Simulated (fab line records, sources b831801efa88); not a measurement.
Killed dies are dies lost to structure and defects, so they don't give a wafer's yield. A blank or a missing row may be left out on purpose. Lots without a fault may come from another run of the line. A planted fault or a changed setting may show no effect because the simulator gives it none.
Which tool did it? | flow sky130 | 15 lots, 45 wafers sampled, at 6 steps of a route of 708

WHAT THE GAUGES READ, wafer by wafer
SKY_FIELD_ISO_BOW_MEAS_00. Usual: INCOMING_BOW 0 um, standard deviation 6.4.
lot  | measured    | on            | INCOMING_BOW (um) | flag
L101 | day 1 10:00 | film_metro-04 | 1 3 8             |
L103 | day 1 20:01 | film_metro-02 | 5 5 2             |
L104 | day 2 01:00 | film_metro-04 | 2 1 2             |
L105 | day 2 06:01 | film_metro-03 | 2 -11 -5          |
L109 | day 3 02:02 | film_metro-03 | 0 5 4             |
L110 | day 3 07:00 | film_metro-03 | 1 10 -7           |
L112 | day 3 17:02 | film_metro-03 | -6 2 -4           |
L113 | day 3 22:00 | film_metro-03 | -1 1 -2           |
L114 | day 4 03:00 | film_metro-03 | -3 6 -1           |
L115 | day 4 08:01 | film_metro-02 | -11 5 -4          |
L116 | day 4 13:00 | film_metro-03 | 1 3 3             |
L117 | day 4 18:00 | film_metro-04 | -16 4 -12         |
L121 | day 5 14:00 | film_metro-02 | -6 4 -10          |
L123 | day 6 00:01 | film_metro-03 | -6 -6 -7          |
L124 | day 6 05:00 | film_metro-04 | -3 11 0           |

SKY_LDD_N_TW_MEAS_17. Usual: LDD_N_TW 2598, standard deviation 27.
lot  | measured     | on            | LDD_N_TW       | flag
L101 | day 17 14:38 | film_metro-04 | 2598 2592 2592 |
L103 | day 18 17:18 | film_metro-04 | 2590 2587 2593 |
L104 | day 18 22:54 | film_metro-04 | 2613 2586 2589 |
L105 | day 19 09:52 | film_metro-04 | 2604 2601 2611 |
L109 | day 20 21:25 | film_metro-02 | 2653 2662 2640 |
L110 | day 21 09:06 | film_metro-02 | 2640 2645 2644 |
L112 | day 22 00:16 | film_metro-03 | 2571 2564 2568 |
L113 | day 22 07:35 | film_metro-03 | 2596 2565 2574 |
L114 | day 22 15:14 | film_metro-04 | 2465 2452 2452 | OFF
L115 | day 22 23:49 | film_metro-03 | 2429 2433 2452 | OFF
L116 | day 23 05:57 | film_metro-04 | 2435 2445 2428 | OFF
L117 | day 23 18:41 | film_metro-03 | 2574 2561 2572 |
L121 | day 25 02:30 | film_metro-02 | 2626 2621 2630 |
L123 | day 25 16:37 | film_metro-03 | 2590 2598 2584 |
L124 | day 25 21:02 | film_metro-04 | 2604 2593 2603 |

SKY_LI_CONTACT_RS_MEAS_22: measures by four-point-probe. Usual: LI_CONTACT_W_RS 0.2859 ohm/sq, standard deviation 0.0026.
lot  | measured     | on            | LI_CONTACT_W_RS (ohm/sq) | flag
L101 | day 28 23:26 | film_metro-04 | 0.2884 0.2894 0.2893     |
L103 | day 29 23:12 | film_metro-02 | 0.2845 0.2810 0.2817     |
L104 | day 30 05:43 | film_metro-02 | 0.2836 0.2849 0.2841     |
L105 | day 30 14:49 | film_metro-02 | 0.2875 0.2891 0.2906     |
L109 | day 32 01:23 | film_metro-04 | 0.2806 0.2823 0.2809     |
L110 | day 32 08:52 | film_metro-01 | 0.2833 0.2858 0.2924     |
L112 | day 32 21:56 | film_metro-04 | 0.2904 0.2889 0.2900     |
L113 | day 33 05:20 | film_metro-01 | 0.2828 0.2826 0.2879     |
L117 | day 34 09:51 | film_metro-04 | 0.2877 0.2858 0.2877     |
L121 | day 35 14:20 | film_metro-02 | 0.2878 0.2838 0.2873     |
L123 | day 36 04:55 | film_metro-02 | 0.2826 0.2868 0.2833     |
L124 | day 36 06:26 | film_metro-02 | 0.2857 0.2825 0.2845     |

WHICH TOOL RAN EACH LOT (tool, then ch and the chambers of the sampled wafers, then the start)
lot  | SKY_RES_PROTECT_STRIP_07             | SKY_LDD_N_IMPLANT_10            | SKY_LDD_N_STRIP_16
L101 | plasma_asher-03 ch 0,1, day 15 01:33 | implanter-01 ch 0, day 17 13:38 | plasma_asher-01 ch 0,1, day 17 14:32
L103 | plasma_asher-03 ch 0,1, day 15 21:55 | implanter-03 ch 0, day 18 16:19 | plasma_asher-02 ch 0,1, day 18 17:11
L104 | plasma_asher-02 ch 0,1, day 16 05:49 | implanter-01 ch 0, day 18 21:54 | plasma_asher-01 ch 0,1, day 18 22:48
L105 | plasma_asher-01 ch 0,1, day 16 16:13 | implanter-03 ch 0, day 19 08:52 | plasma_asher-04 ch 0,1, day 19 09:45
L109 | plasma_asher-02 ch 0,1, day 18 01:38 | implanter-03 ch 0, day 20 20:27 | plasma_asher-02 ch 0,1, day 20 21:20
L110 | plasma_asher-03 ch 0,1, day 18 13:49 | implanter-03 ch 0, day 21 08:06 | plasma_asher-01 ch 1, day 21 09:00
L112 | plasma_asher-03 ch 0,1, day 19 06:12 | implanter-01 ch 0, day 21 23:18 | plasma_asher-02 ch 0,1, day 22 00:11
L113 | plasma_asher-03 ch 0,1, day 19 12:58 | implanter-01 ch 0, day 22 06:35 | plasma_asher-02 ch 0, day 22 07:29
L114 | plasma_asher-03 ch 0,1, day 19 20:04 | implanter-04, day 22 14:14      | plasma_asher-04 ch 1, day 22 15:08
L115 | plasma_asher-03 ch 0,1, day 20 05:27 | implanter-03, day 22 22:49      | plasma_asher-01 ch 0,1, day 22 23:42
L116 | plasma_asher-01 ch 0,1, day 20 13:13 | implanter-04, day 23 04:57      | plasma_asher-04 ch 0,1, day 23 05:51
L117 | plasma_asher-01 ch 0,1, day 21 01:11 | implanter-03 ch 0, day 23 17:41 | plasma_asher-02 ch 0,1, day 23 18:35
L121 | plasma_asher-02 ch 0,1, day 22 10:55 | implanter-04 ch 0, day 25 01:30 | plasma_asher-02 ch 0,1, day 25 02:24
L123 | plasma_asher-01 ch 0,1, day 23 01:41 | implanter-03 ch 0, day 25 15:37 | plasma_asher-02 ch 0,1, day 25 16:30
L124 | plasma_asher-01 ch 0,1, day 23 04:46 | implanter-03 ch 0, day 25 20:02 | plasma_asher-02 ch 0,1, day 25 20:56
- SKY_RES_PROTECT_STRIP_07: strips in O2/N2.
- SKY_LDD_N_IMPLANT_10
- SKY_LDD_N_STRIP_16: strips in O2/N2.

WHAT THE TOOLS THEMSELVES READ (means of the sampled wafers that have a number; where no wafer has one, the mark that the record gives instead)
SKY_RES_PROTECT_STRIP_07. Usual: drypump_motor_current_A 5.4 A, standard deviation 0.54; oes_product_au 0.516 a.u., standard deviation 0.0048; strip_time_to_endpoint_s 23.43 s, standard deviation 0.042.
lot  | tool            | drypump_motor_current_A (A) | oes_product_au (a.u.) | strip_time_to_endpoint_s (s) | flag
L101 | plasma_asher-03 | 5.3                         | 0.516                 | 23.43                        |
L103 | plasma_asher-03 | 5.4                         | 0.513                 | 23.38                        |
L104 | plasma_asher-02 | 5.9                         | 0.512                 | 23.38                        |
L105 | plasma_asher-01 | 5.3                         | 0.516                 | 23.46                        |
L109 | plasma_asher-02 | 5.9                         | 0.514                 | 23.40                        |
L110 | plasma_asher-03 | 5.0                         | 0.515                 | 23.50                        |
L112 | plasma_asher-03 | 5.0                         | 0.516                 | 23.43                        |
L113 | plasma_asher-03 | 5.4                         | 0.513                 | 23.48                        |
L114 | plasma_asher-03 | 5.0                         | 0.509                 | 23.38                        |
L115 | plasma_asher-03 | 5.0                         | 0.517                 | 23.42                        |
L116 | plasma_asher-01 | 5.3                         | 0.513                 | 23.45                        |
L117 | plasma_asher-01 | 5.3                         | 0.514                 | 23.41                        |
L121 | plasma_asher-02 | 5.9                         | 0.512                 | 23.40                        |
L123 | plasma_asher-01 | 5.3                         | 0.514                 | 23.43                        |
L124 | plasma_asher-01 | 5.3                         | 0.515                 | 23.38                        |

SKY_LDD_N_IMPLANT_10. Usual: beam_energy_keV 20.000, standard deviation 0.0059; beam_on_s 10.03 s, standard deviation 0.21.
lot  | tool         | beam_energy_keV | beam_on_s (s) | flag
L101 | implanter-01 | 20.001          | 10.01         |
L103 | implanter-03 | 19.993          | 10.02         |
L104 | implanter-01 | 19.999          | 10.01         |
L105 | implanter-03 | 20.002          | 9.91          |
L109 | implanter-03 | 19.999          | 10.10         |
L110 | implanter-03 | 19.995          | 9.89          |
L112 | implanter-01 | 19.997          | 10.07         |
L113 | implanter-01 | 20.003          | 9.84          |
L114 | implanter-04 | -               | -             | OFF
L115 | implanter-03 | -               | -             | OFF
L116 | implanter-04 | -               | -             | OFF
L117 | implanter-03 | 20.003          | 9.95          |
L121 | implanter-04 | 20.005          | 10.15         |
L123 | implanter-03 | 19.997          | 10.02         |
L124 | implanter-03 | 20.004          | 10.04         |

SKY_LDD_N_STRIP_16. Usual: drypump_motor_current_A 5.7 A, standard deviation 0.46; oes_product_au 0.406 a.u., standard deviation 0.0041; strip_time_to_endpoint_s 4.305 s, standard deviation 0.014.
lot  | tool            | drypump_motor_current_A (A) | oes_product_au (a.u.) | strip_time_to_endpoint_s (s) | flag
L101 | plasma_asher-01 | 5.3                         | 0.405                 | 4.312                        |
L103 | plasma_asher-02 | 6.1                         | 0.405                 | 4.325                        |
L104 | plasma_asher-01 | 5.2                         | 0.404                 | 4.296                        |
L105 | plasma_asher-04 | 5.8                         | 0.406                 | 4.312                        |
L109 | plasma_asher-02 | 6.1                         | 0.403                 | 4.297                        |
L110 | plasma_asher-01 | 5.5                         | 0.409                 | 4.307                        |
L112 | plasma_asher-02 | 6.1                         | 0.403                 | 4.292                        |
L113 | plasma_asher-02 | 6.2                         | 0.405                 | 4.312                        |
L114 | plasma_asher-04 | 5.4                         | 0.406                 | 4.138                        | OFF
L115 | plasma_asher-01 | 5.1                         | 0.409                 | 4.116                        | OFF
L116 | plasma_asher-04 | 6.0                         | 0.407                 | 4.118                        | OFF
L117 | plasma_asher-02 | 6.1                         | 0.408                 | 4.308                        |
L121 | plasma_asher-02 | 5.9                         | 0.408                 | 4.299                        |
L123 | plasma_asher-02 | 5.9                         | 0.408                 | 4.299                        |
L124 | plasma_asher-02 | 6.1                         | 0.409                 | 4.321                        |

THE ANSWER, worked out from the rows above alone
Rule: a lot is off if the mean of its wafers that have a number lies more than 3 standard deviations from the usual mean. A lot without any number at a reading at which 4 lots or more have one is off too. The other lots that the step has rows for count as sound. The gauges are gone through in route order, then the tools' own readings, and for those a lot's mean is taken as printed above. The first step at which some lot is off is used, and at that step the reading that is off furthest; a lot without a number counts as furthest.
Off: L114, L115, L116, at SKY_LDD_N_TW_MEAS_17 (LDD_N_TW).
A tool fits if, at a process step before that reading, it ran every lot that is off, and no sound lot after the first of them. The gauges at SKY_LDD_N_TW_MEAS_17 aren't tried: what is off there is off at SKY_LDD_N_IMPLANT_10 too, on other tools, and a gauge's error can't cause that. None of those tried fits.

WHAT THE SIMULATOR HAD PUT IN
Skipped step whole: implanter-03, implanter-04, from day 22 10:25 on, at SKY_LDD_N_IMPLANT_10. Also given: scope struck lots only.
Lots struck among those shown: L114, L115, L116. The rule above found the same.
